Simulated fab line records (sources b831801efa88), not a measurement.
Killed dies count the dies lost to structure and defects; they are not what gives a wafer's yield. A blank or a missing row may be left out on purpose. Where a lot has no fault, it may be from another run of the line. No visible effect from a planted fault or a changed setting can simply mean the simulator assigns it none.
fab line records / flow sky130 / part 2 of 2: steps 31 to 44 of 44
[record] lots = 5 wafers = 15 lastDay = 50
route steps=708 shown CAPM@540 METAL3@555 VIA3@573
lots that met no fault: from a run of the same line without faults
startH: hours from the record's opening day to when the first of the lot's shown wafers began / waitH: hours since the lot's step before / " as in the row above / L1.1+2: a row that stands for several wafers / - either no value or no given start / * or withheld: withheld / < > ~ a bound
route shown NAME@n: a module of which the file shows steps, and the number in the route of the first / usual: the fault-free wafers' mean and standard deviation / same: alike in all rows / chamber/n: place in a boat / sites: each site's reading / _std_site: the values' standard deviation / _edge_site: inner sites' mean taken away from outer sites' mean / radiusMm: how far each site lies from the wafer's centre / mask NAME#n: copy n / behind: tool/chamber where the wafer was last shaped / hold: the reason the lot was held/the length of the hold in hours/how it ended / device: names the non-switching transistor (n, p or np) / end of line: tests of these same wafers at the route's end / where a step has no rows: the recipe by itself / killed: not the wafer's yield, but the dies lost to structure and defects at the first sort / map: per-die view of a wafer (x killed, . not killed, _ where there is no die)
set.NAME: the setting the step ran with; set.NAME@STEP: the setting that earlier step ran with / model.NAME: the simulator's own value behind a step, which no gauge read
a table for each step, a row for each wafer; lots at some steps of the route
services: the hour from which a tool's chamber was out of use, counted from the record's first day as startH (under 0 if before that day), plus the number of hours and why
[[steps]]
[step SKY_METAL3_STRIP_20]
[recipe] chemistry = postEtchResidueRemover timeS = 1200 tempC = 72.5
lot.wafer=L078.2+4+6 tool=wetBench-04 chamber=3 startH=942.33 waitH=0.1
lot.wafer=L080.1+2+5 tool=wetBench-03 chamber=0 startH=942.99 waitH=0.1
lot.wafer=L092.1+3+6 tool=wetBench-02 chamber=1 startH=1028.67 waitH=0.1
lot.wafer=L095.1+4+6 tool=wetBench-02 chamber=2 startH=1045.91 waitH=0.1
lot.wafer=L097.3+4+5 tool=wetBench-02 chamber=1 startH=1055.18 waitH=0.0
[step SKY_METAL3_CLEAN_21]
[recipe] chemistry = IPA timeS = 180 tempC = 25
lot.wafer=L078.2+4+6 tool=wetBench-02 chamber=0 startH=942.67 waitH=0.0
lot.wafer=L080.1+2+5 tool=wetBench-04 chamber=3 startH=943.80 waitH=0.0
lot.wafer=L092.1+3+6 tool=wetBench-04 chamber=2 startH=1029.04 waitH=0.0
lot.wafer=L095.1+4+6 tool=wetBench-03 chamber=2 startH=1046.25 waitH=0.0
lot.wafer=L097.3+4+5 tool=wetBench-04 chamber=0 startH=1055.52 waitH=0.0
[step SKY_METAL3_CLEAN_22]
[recipe] chemistry = O3/DIW dry = n2Spin
lot.wafer=L078.2+4+6 tool=wetBench-04 chamber=2 startH=942.74 waitH=0.0
lot.wafer=L080.1+2+5 tool=wetBench-02 chamber=3 startH=943.86 waitH=0.0
lot.wafer=L092.1+3+6 tool=wetBench-02 chamber=2 startH=1029.10 waitH=0.0
lot.wafer=L095.1+4+6 tool=wetBench-04 chamber=1 startH=1046.31 waitH=0.0
lot.wafer=L097.3+4+5 tool=wetBench-03 chamber=1 startH=1055.58 waitH=0.0
[step SKY_VIA3_HDPCVD_00]
[recipe] material = SiO2 targetThkNm = 1635 sigmaOpenFrac = 0.3 timeS = 268.6 tempC = 400 sih4FlowSccm = 60 pressureMtorr = 6
lot.wafer=L078.2+4+6 tool=hdpcvd-01 chamber=2,1,0 startH=942.83 waitH=0.0
lot.wafer=L080.1+2+5 tool=hdpcvd-02 chamber=2,0,0 startH=943.97 waitH=0.0
lot.wafer=L092.1+3+6 tool=hdpcvd-01 chamber=0,2,1 startH=1029.20 waitH=0.0
lot.wafer=L095.1+4+6 tool=hdpcvd-01 chamber=2,0,2 startH=1046.40 waitH=0.0
lot.wafer=L097.3+4+5 tool=hdpcvd-01 chamber=1,1,0 startH=1055.67 waitH=0.0
[step SKY_VIA3_THK_MEAS_01]
[recipe] reads = SiO2_of_VIA3_HDPCVD_00
[usual] VIA3_HDPCVD_THK = 1616/18
lot.wafer=L078.2 tool=filmMetro-02 chamber=- startH=943.01 waitH=0.1 VIA3_HDPCVD_THK[nm]=1592
lot.wafer=L078.4 tool=filmMetro-02 chamber=- startH=943.01 waitH=0.1 VIA3_HDPCVD_THK[nm]=1612
lot.wafer=L078.6 tool=filmMetro-02 chamber=- startH=943.01 waitH=0.1 VIA3_HDPCVD_THK[nm]=1627
lot.wafer=L080.1 tool=filmMetro-03 chamber=- startH=944.14 waitH=0.1 VIA3_HDPCVD_THK[nm]=1607
lot.wafer=L080.2 tool=filmMetro-03 chamber=- startH=944.14 waitH=0.1 VIA3_HDPCVD_THK[nm]=1620
lot.wafer=L080.5 tool=filmMetro-03 chamber=- startH=944.14 waitH=0.1 VIA3_HDPCVD_THK[nm]=1613
lot.wafer=L092.1 tool=filmMetro-02 chamber=- startH=1029.37 waitH=0.1 VIA3_HDPCVD_THK[nm]=1610
lot.wafer=L092.3 tool=filmMetro-02 chamber=- startH=1029.37 waitH=0.1 VIA3_HDPCVD_THK[nm]=1603
lot.wafer=L092.6 tool=filmMetro-02 chamber=- startH=1029.37 waitH=0.1 VIA3_HDPCVD_THK[nm]=1595
lot.wafer=L095.1 tool=filmMetro-02 chamber=- startH=1046.57 waitH=0.1 VIA3_HDPCVD_THK[nm]=1604
lot.wafer=L095.4 tool=filmMetro-02 chamber=- startH=1046.57 waitH=0.1 VIA3_HDPCVD_THK[nm]=1590
lot.wafer=L095.6 tool=filmMetro-02 chamber=- startH=1046.57 waitH=0.1 VIA3_HDPCVD_THK[nm]=1614
lot.wafer=L097.3 tool=filmMetro-03 chamber=- startH=1055.86 waitH=0.1 VIA3_HDPCVD_THK[nm]=1615
lot.wafer=L097.4 tool=filmMetro-03 chamber=- startH=1055.86 waitH=0.1 VIA3_HDPCVD_THK[nm]=1609
lot.wafer=L097.5 tool=filmMetro-03 chamber=- startH=1055.86 waitH=0.1 VIA3_HDPCVD_THK[nm]=1608
[step SKY_VIA3_CMP_02]
[recipe] material = SiO2 downForcePsi = 4 platenRpm = 60 padVelocityMS = 0.94248
[usual] edgeZonePressureFrac = 1.000/0.005 motorCurrentA = 11.9/1.1 slurryFilterDpKPa = 13.50/0.15
lot.wafer=L078.4 tool=cmp-02 chamber=0 startH=943.06 waitH=0.0 edgeZonePressureFrac=1.009 motorCurrentA=13.1 slurryFilterDpKPa=13.19
lot.wafer=L078.2 tool=cmp-02 chamber=3 startH=943.06 waitH=0.0 edgeZonePressureFrac=1.003 motorCurrentA=12.3 slurryFilterDpKPa=13.47
lot.wafer=L078.6 tool=cmp-02 chamber=1 startH=943.06 waitH=0.0 edgeZonePressureFrac=1.003 motorCurrentA=12.2 slurryFilterDpKPa=13.51
lot.wafer=L080.1 tool=cmp-02 chamber=1 startH=944.25 waitH=0.1 edgeZonePressureFrac=1.000 motorCurrentA=11.8 slurryFilterDpKPa=13.43
lot.wafer=L080.2 tool=cmp-02 chamber=2 startH=944.25 waitH=0.1 edgeZonePressureFrac=1.008 motorCurrentA=11.0 slurryFilterDpKPa=13.63
lot.wafer=L080.5 tool=cmp-02 chamber=1 startH=944.25 waitH=0.1 edgeZonePressureFrac=1.008 motorCurrentA=12.2 slurryFilterDpKPa=13.32
lot.wafer=L092.1 tool=cmp-02 chamber=1 startH=1029.69 waitH=0.3 edgeZonePressureFrac=1.003 motorCurrentA=12.2 slurryFilterDpKPa=13.77
lot.wafer=L092.3 tool=cmp-02 chamber=3 startH=1029.69 waitH=0.3 edgeZonePressureFrac=0.998 motorCurrentA=12.6 slurryFilterDpKPa=13.67
lot.wafer=L092.6 tool=cmp-02 chamber=1 startH=1029.69 waitH=0.3 edgeZonePressureFrac=1.003 motorCurrentA=11.6 slurryFilterDpKPa=13.38
lot.wafer=L095.1 tool=cmp-01 chamber=0 startH=1046.68 waitH=0.1 edgeZonePressureFrac=1.010 motorCurrentA=12.3 slurryFilterDpKPa=13.84
lot.wafer=L095.4 tool=cmp-01 chamber=2 startH=1046.68 waitH=0.1 edgeZonePressureFrac=1.004 motorCurrentA=10.7 slurryFilterDpKPa=13.40
lot.wafer=L095.6 tool=cmp-01 chamber=3 startH=1046.68 waitH=0.1 edgeZonePressureFrac=1.000 motorCurrentA=13.2 slurryFilterDpKPa=13.32
lot.wafer=L097.3 tool=cmp-02 chamber=3 startH=1055.90 waitH=0.0 edgeZonePressureFrac=1.003 motorCurrentA=12.9 slurryFilterDpKPa=13.44
lot.wafer=L097.4 tool=cmp-02 chamber=1 startH=1055.90 waitH=0.0 edgeZonePressureFrac=1.003 motorCurrentA=11.9 slurryFilterDpKPa=13.67
lot.wafer=L097.5 tool=cmp-02 chamber=0 startH=1055.90 waitH=0.0 edgeZonePressureFrac=1.004 motorCurrentA=13.5 slurryFilterDpKPa=13.56
[step SKY_VIA3_BOW_MEAS_03]
[recipe] mode = bow
[usual] VIA3_BOW = 80/8.7
lot.wafer=L078.2 tool=filmMetro-02 chamber=- startH=943.38 waitH=0.1 VIA3_BOW[um]=73
lot.wafer=L078.4 tool=filmMetro-02 chamber=- startH=943.38 waitH=0.1 VIA3_BOW[um]=83
lot.wafer=L078.6 tool=filmMetro-02 chamber=- startH=943.38 waitH=0.1 VIA3_BOW[um]=92
lot.wafer=L080.1 tool=filmMetro-03 chamber=- startH=944.50 waitH=0.2 VIA3_BOW[um]=76
lot.wafer=L080.2 tool=filmMetro-03 chamber=- startH=944.50 waitH=0.2 VIA3_BOW[um]=73
lot.wafer=L080.5 tool=filmMetro-03 chamber=- startH=944.50 waitH=0.2 VIA3_BOW[um]=82
lot.wafer=L092.1 tool=filmMetro-01 chamber=- startH=1029.94 waitH=0.2 VIA3_BOW[um]=86
lot.wafer=L092.3 tool=filmMetro-01 chamber=- startH=1029.94 waitH=0.2 VIA3_BOW[um]=72
lot.wafer=L092.6 tool=filmMetro-01 chamber=- startH=1029.94 waitH=0.2 VIA3_BOW[um]=86
lot.wafer=L095.1 tool=filmMetro-03 chamber=- startH=1046.93 waitH=0.2 VIA3_BOW[um]=82
lot.wafer=L095.4 tool=filmMetro-03 chamber=- startH=1046.93 waitH=0.2 VIA3_BOW[um]=78
lot.wafer=L095.6 tool=filmMetro-03 chamber=- startH=1046.93 waitH=0.2 VIA3_BOW[um]=74
lot.wafer=L097.3 tool=filmMetro-02 chamber=- startH=1056.24 waitH=0.3 VIA3_BOW[um]=87
lot.wafer=L097.4 tool=filmMetro-02 chamber=- startH=1056.24 waitH=0.3 VIA3_BOW[um]=82
lot.wafer=L097.5 tool=filmMetro-02 chamber=- startH=1056.24 waitH=0.3 VIA3_BOW[um]=80
[step SKY_VIA3_DEHYDRATE_04]
[recipe] tempC = 200 timeS = 60
lot.wafer=L078.2+4+6 tool=lithoTrack-01 chamber=0 startH=955.23 waitH=11.8
lot.wafer=L080.1+2+5 tool=lithoTrack-03 chamber=0 startH=955.98 waitH=11.5
lot.wafer=L092.1+3+6 tool=lithoTrack-03 chamber=0 startH=1040.88 waitH=10.9
lot.wafer=L095.1+4+6 tool=lithoTrack-03 chamber=0 startH=1057.03 waitH=10.1
lot.wafer=L097.3+4+5 tool=lithoTrack-03 chamber=0 startH=1066.48 waitH=10.2
[step SKY_VIA3_HMDS_05]
[recipe] primeTimeS = 60 primeTempC = 120
lot.wafer=L078.2+4+6 tool=lithoTrack-01 chamber=0 startH=955.38 waitH=0.1
lot.wafer=L080.1+2+5 tool=lithoTrack-03 chamber=0 startH=956.13 waitH=0.1
lot.wafer=L092.1+3+6 tool=lithoTrack-03 chamber=0 startH=1041.03 waitH=0.1
lot.wafer=L095.1+4+6 tool=lithoTrack-03 chamber=0 startH=1057.18 waitH=0.1
lot.wafer=L097.3+4+5 tool=lithoTrack-03 chamber=0 startH=1066.63 waitH=0.1
[step SKY_VIA3_COAT_06]
[recipe] resist = BARC tempC = withheld timeS = withheld spinRpm = 3000 resistThkNm = 60
lot.wafer=L078.2+4+6 tool=lithoTrack-01 chamber=0 startH=955.53 waitH=0.1
lot.wafer=L080.1+2+5 tool=lithoTrack-03 chamber=0 startH=956.28 waitH=0.1
lot.wafer=L092.1+3+6 tool=lithoTrack-03 chamber=0 startH=1041.18 waitH=0.1
lot.wafer=L095.1+4+6 tool=lithoTrack-03 chamber=0 startH=1057.33 waitH=0.1
lot.wafer=L097.3+4+5 tool=lithoTrack-03 chamber=0 startH=1066.78 waitH=0.1
[step SKY_VIA3_COAT_07]
[recipe] resist = KrF-thick spinRpm = 3000 resistThkNm = 450
lot.wafer=L078.2+4+6 tool=lithoTrack-01 chamber=0 startH=- waitH=-
lot.wafer=L080.1+2+5 tool=lithoTrack-03 chamber=0 startH=- waitH=-
lot.wafer=L092.1+3+6 tool=lithoTrack-03 chamber=0 startH=- waitH=-
lot.wafer=L095.1+4+6 tool=lithoTrack-03 chamber=0 startH=- waitH=-
lot.wafer=L097.3+4+5 tool=lithoTrack-03 chamber=0 startH=- waitH=-
[step SKY_VIA3_SOFTBAKE_08]
[recipe] tempC = 100 timeS = 90 resist = KrF-thick
lot.wafer=L078.2+4+6 tool=lithoTrack-01 chamber=0 startH=- waitH=-
lot.wafer=L080.1+2+5 tool=lithoTrack-03 chamber=0 startH=- waitH=-
lot.wafer=L092.1+3+6 tool=lithoTrack-03 chamber=0 startH=- waitH=-
lot.wafer=L095.1+4+6 tool=lithoTrack-03 chamber=0 startH=- waitH=-
lot.wafer=L097.3+4+5 tool=lithoTrack-03 chamber=0 startH=- waitH=-
[step SKY_VIA3_EXPOSE_09]
[recipe] maskId = VIM3 na = 0.8 sourceShape = annular sigmaInner = 0.55 sigmaOuter = 0.85 targetCdNm = 200 doseMj = 38
[usual] exposureDoseMJCm2 = 37.94/0.052
lot.wafer=L078.2 tool=krfScanner-02 chamber=0 startH=- waitH=- mask=VIM3#0 exposureDoseMJCm2=37.99
lot.wafer=L078.4 tool=krfScanner-02 chamber=0 startH=- waitH=- mask=VIM3#0 exposureDoseMJCm2=38.01
lot.wafer=L078.6 tool=krfScanner-02 chamber=0 startH=- waitH=- mask=VIM3#0 exposureDoseMJCm2=37.99
lot.wafer=L080.1 tool=krfScanner-02 chamber=0 startH=- waitH=- mask=VIM3#0 exposureDoseMJCm2=37.95
lot.wafer=L080.2 tool=krfScanner-02 chamber=0 startH=- waitH=- mask=VIM3#0 exposureDoseMJCm2=38.01
lot.wafer=L080.5 tool=krfScanner-02 chamber=0 startH=- waitH=- mask=VIM3#0 exposureDoseMJCm2=38.03
lot.wafer=L092.1 tool=krfScanner-02 chamber=0 startH=- waitH=- mask=VIM3#0 exposureDoseMJCm2=37.94
lot.wafer=L092.3 tool=krfScanner-02 chamber=0 startH=- waitH=- mask=VIM3#0 exposureDoseMJCm2=37.96
lot.wafer=L092.6 tool=krfScanner-02 chamber=0 startH=- waitH=- mask=VIM3#0 exposureDoseMJCm2=37.97
lot.wafer=L095.1 tool=krfScanner-02 chamber=0 startH=- waitH=- mask=VIM3#0 exposureDoseMJCm2=37.94
lot.wafer=L095.4 tool=krfScanner-02 chamber=0 startH=- waitH=- mask=VIM3#0 exposureDoseMJCm2=37.97
lot.wafer=L095.6 tool=krfScanner-02 chamber=0 startH=- waitH=- mask=VIM3#0 exposureDoseMJCm2=37.96
lot.wafer=L097.3 tool=krfScanner-01 chamber=0 startH=- waitH=- mask=VIM3#0 exposureDoseMJCm2=37.94
lot.wafer=L097.4 tool=krfScanner-01 chamber=0 startH=- waitH=- mask=VIM3#0 exposureDoseMJCm2=37.90
lot.wafer=L097.5 tool=krfScanner-01 chamber=0 startH=- waitH=- mask=VIM3#0 exposureDoseMJCm2=37.91
[step SKY_VIA3_PEB_10]
[recipe] pebTempC = withheld pebTimeS = withheld resist = KrF-thick
lot.wafer=L078.2+4+6 tool=lithoTrack-01 chamber=0 startH=- waitH=-
lot.wafer=L080.1+2+5 tool=lithoTrack-01 chamber=0 startH=- waitH=-
lot.wafer=L092.1+3+6 tool=lithoTrack-01 chamber=0 startH=- waitH=-
lot.wafer=L095.1+4+6 tool=lithoTrack-03 chamber=0 startH=- waitH=-
lot.wafer=L097.3+4+5 tool=lithoTrack-02 chamber=0 startH=- waitH=-
[[services]]
tool=ilineStepper-01 chamber=- startH=884.83 hours=2.8 kind=repair
tool=cmp-02 chamber=- startH=889.56 hours=1.7 kind=repair
tool=rieMetal-01 chamber=- startH=907.06 hours=2.8 kind=pm
tool=cmp-02 chamber=- startH=912.03 hours=4.0 kind=pm
tool=wetBench-03 chamber=- startH=914.68 hours=1.7 kind=repair
tool=rieMetal-03 chamber=0 startH=921.33 hours=12.8 kind=repair
tool=rieMetal-02 chamber=1 startH=921.34 hours=1.1 kind=repair
tool=krfScanner-02 chamber=- startH=928.76 hours=0.8 kind=pm
tool=krfScanner-02 chamber=- startH=929.51 hours=1.0 kind=pm
tool=krfScanner-01 chamber=- startH=930.51 hours=0.8 kind=pm
tool=rieDiel-01 chamber=2 startH=932.80 hours=2.6 kind=repair
tool=krfScanner-01 chamber=- startH=934.86 hours=1.0 kind=pm
tool=wetBench-01 chamber=- startH=940.19 hours=0.5 kind=repair
tool=cmp-02 chamber=- startH=953.57 hours=1.5 kind=repair
tool=rieMetal-03 chamber=0 startH=955.49 hours=9.2 kind=repair
tool=krfScanner-01 chamber=- startH=963.13 hours=1.3 kind=pm
tool=cmp-02 chamber=- startH=969.65 hours=7.7 kind=pm
tool=rieDiel-01 chamber=2 startH=976.88 hours=6.3 kind=repair
tool=krfScanner-02 chamber=- startH=980.85 hours=3.6 kind=pm
tool=ilineStepper-01 chamber=- startH=988.13 hours=4.4 kind=pm
tool=plasmaAsher-01 chamber=- startH=991.52 hours=1.2 kind=repair
tool=krfScanner-02 chamber=- startH=992.52 hours=1.3 kind=pm
tool=rieMetal-02 chamber=0 startH=1008.87 hours=22.0 kind=repair
tool=krfScanner-02 chamber=- startH=1068.01 hours=0.8 kind=pm
